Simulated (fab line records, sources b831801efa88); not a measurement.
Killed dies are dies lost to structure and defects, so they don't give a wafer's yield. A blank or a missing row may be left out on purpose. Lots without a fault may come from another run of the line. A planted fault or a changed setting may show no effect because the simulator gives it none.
A struck lot beside a sound one | flow sky130 | 43 steps out of a route of 708
Sound: wafers L965.2, L965.3, L965.4. Struck: wafers L979.1, L979.2, L979.3. The cause comes at the end.
At each step with rows: each side's tool, then ch and its chambers, then its first start. Under that, the readings that differ: sound wafers | struck wafers | difference of the means | sigmas: that difference in standard deviations of wafers without a fault.
alike: readings whose means differ by less than 2 such deviations, and words and numbers that are the same on both sides. not compared: withheld readings, readings that some wafer has no value for, bounds like >300 that may hide the same value, and numbers for which the record gives no deviation and whose values overlap.
The two part at a step that has a row with sigmas, a row that says differs or no value, or rows on one side only. Numbers that don't overlap but have no deviation are shown without sigmas and don't part them. A reading that every wafer of one side lacks parts them only if that side has two wafers or more.

SKY_CONTACT_OVL_MEAS_15:
  sound on overlay-01, day 32 14:16; struck on overlay-01, day 36 19:01
  alike: CONTACT_OVL
then, 7 steps without rows for these wafers: SKY_CONTACT_ETCH_16 (etches BARC in N2/H2, stops on SiO2, time 45.9 s, target depth 60 nm); SKY_CONTACT_ETCH_17 (etches SiO2 in C4F8/O2/Ar, stops on Si3N4, target depth 340 nm); SKY_CONTACT_ETCH_18 (etches Si3N4 in CHF3/O2, stops on TiN, time 39 s, target depth 75 nm); SKY_CONTACT_STRIP_19 (strips in O2/N2); SKY_CONTACT_STRIP_20 (strips in post etch residue remover, time 1200 s); SKY_CONTACT_CLEAN_21 (cleans in IPA, time 180 s); SKY_CONTACT_CLEAN_22 (cleans in O3/DIW).
SKY_CONTACT_SPUTTER_23: material TiN, target thk 20 nm, time 80 s.
  sound on pvd_sputter-04, day 32 15:02; struck on pvd_sputter-03, day 36 19:49
  alike: throttle_valve_pct
then, 1 step without rows for these wafers: SKY_CONTACT_CVD_24 (deposits W, target thk 340 nm, time 102.12 s).
SKY_CONTACT_RS_MEAS_25: measures by four-point-probe.
  sound on film_metro-02, day 32 15:13; struck on film_metro-04, day 36 19:59
  alike: CONTACT_W_RS
SKY_CONTACT_THK_MEAS_26: measures by xrf.
  sound on film_metro-02, day 32 15:20; struck on film_metro-04, day 36 20:07
  alike: CONTACT_W_THK
SKY_CONTACT_CMP_27: polishes, stops on SiO2, t overpolish 15 s, target thk 0 nm.
  sound on cmp-01 ch 1,2,3, day 32 15:23; struck on cmp-01 ch 0,2,3, day 36 20:20
  reading                | sound    | struck   | difference | sigmas
  time_to_endpoint_s (s) | 85 85 86 | 79 78 79 | -7         | -2
  alike: motor_current_A, overpolish_run_s
SKY_METAL1_SPUTTER_00: material Ti, target thk 15 nm, time 10 s.
  sound on pvd_sputter-01, day 32 15:41; struck on pvd_sputter-01, day 36 20:38
  alike: throttle_valve_pct
SKY_METAL1_SPUTTER_01: material TiN, target thk 20 nm, time 16.7 s.
  sound on pvd_sputter-01, day 32 15:42; struck on pvd_sputter-01, day 36 20:39
  alike: throttle_valve_pct
SKY_METAL1_SPUTTER_02: material AlCu, target thk 250 nm, time 13.3 s.
  sound on pvd_sputter-01, day 32 15:44; struck on pvd_sputter-01, day 36 20:41
  alike: throttle_valve_pct
then, 1 step without rows for these wafers: SKY_METAL1_SPUTTER_03 (material Ti, target thk 5 nm, time 3.3 s).
SKY_METAL1_SPUTTER_04: material TiN, target thk 70 nm, time 58.3 s.
  sound on pvd_sputter-01, day 32 15:46; struck on pvd_sputter-01, day 36 20:43
  alike: throttle_valve_pct
SKY_METAL1_RS_MEAS_05: measures by four-point-probe.
  sound on film_metro-04, day 32 15:50; struck on film_metro-04, day 36 20:46
  alike: METAL1_ALCU_RS
SKY_METAL1_THK_MEAS_06: measures by xrf.
  sound on film_metro-04, day 32 15:57; struck on film_metro-04, day 36 20:53
  alike: METAL1_ALCU_THK
then, 8 steps without rows for these wafers: SKY_METAL1_DEHYDRATE_07 (time 60 s); SKY_METAL1_HMDS_08 (prime time 60 s); SKY_METAL1_COAT_09 (resist thk 60 nm); SKY_METAL1_COAT_10 (resist thk 450 nm); SKY_METAL1_SOFTBAKE_11 (time 87.81 s); SKY_METAL1_EXPOSE_12 (exposes mask MM1, target cd 140 nm); SKY_METAL1_PEB_13; SKY_METAL1_DEVELOP_14 (develop time 60 s).
SKY_METAL1_CD_MEAS_15: target cd 140 nm.
  sound on cd_sem-02, day 33 18:37; struck on cd_sem-01, day 37 22:33
  alike: cd_nm
SKY_METAL1_OVL_MEAS_16:
  sound on overlay-02, day 33 18:43; struck on overlay-02, day 37 22:40
  alike: METAL1_OVL
then, 8 steps without rows for these wafers: SKY_METAL1_DESCUM_17 (chemistry O2, time 8 s); SKY_METAL1_ETCH_18 (etches BARC in N2/H2, stops on SiO2, time 45.9 s, target depth 60 nm); SKY_METAL1_METAL_ETCH_19 (etches the open film in Cl2/BCl3, stops on SiO2, target depth 360 nm, time 78 s); SKY_METAL1_STRIP_20 (strips in O2/N2); SKY_METAL1_STRIP_21 (strips in post etch residue remover, time 1200 s); SKY_METAL1_CLEAN_22 (cleans in IPA, time 180 s); SKY_METAL1_CLEAN_23 (cleans in O3/DIW); SKY_VIA1_HDPCVD_00 (deposits SiO2, target thk 1030 nm, time 171.7 s).
SKY_VIA1_THK_MEAS_01:
  sound on film_metro-02, day 33 19:39; struck on film_metro-02, day 37 23:38
  reading              | sound          | struck         | difference | sigmas
  VIA1_HDPCVD_THK (nm) | 1010 1026 1017 | 1040 1045 1034 | +22        | +2
then, 1 step without rows for these wafers: SKY_VIA1_CMP_02 (polishes SiO2).
SKY_VIA1_BOW_MEAS_03:
  sound on film_metro-02, day 33 20:01; struck on film_metro-01, day 37 23:59
  alike: VIA1_BOW
then, 1 step without rows for these wafers: SKY_VIA1_DEHYDRATE_04 (time 60 s).
-- the record jumps here: 12 days lie between the struck wafers' starts before and after (it left off in module VIA1 and takes up again in module PAD_OPEN, whose first step shown is number 708 of the route) --
SKY_PAD_OPEN_PROBE_99:
  sound on prober-02, day 46 17:31; struck on prober-02, day 49 19:19
  reading            | sound    | struck      | difference | sigmas
  killed_at_M0_to_M3 | 54 49 49 | 27 31 40    | -18        | -3
  killed_at_contacts | 17 22 23 | 346 328 298 | +303       | +52
  killed_dies        | 85 86 93 | 384 380 349 | +283       | +31
  killed_on_rim      | 12 14 17 | 70 78 71    | +59        | +15
  killed_open        | 46 44 50 | 28 35 35    | -14        | -2
  killed_short       | 39 42 43 | 25 26 30    | -14        | -2
  alike: killed_at_M4_up, killed_at_front_end, killed_at_other

WHERE THEY PART
First at SKY_CONTACT_CMP_27; last, within this record, at SKY_PAD_OPEN_PROBE_99.

WHY: what the simulator had put in
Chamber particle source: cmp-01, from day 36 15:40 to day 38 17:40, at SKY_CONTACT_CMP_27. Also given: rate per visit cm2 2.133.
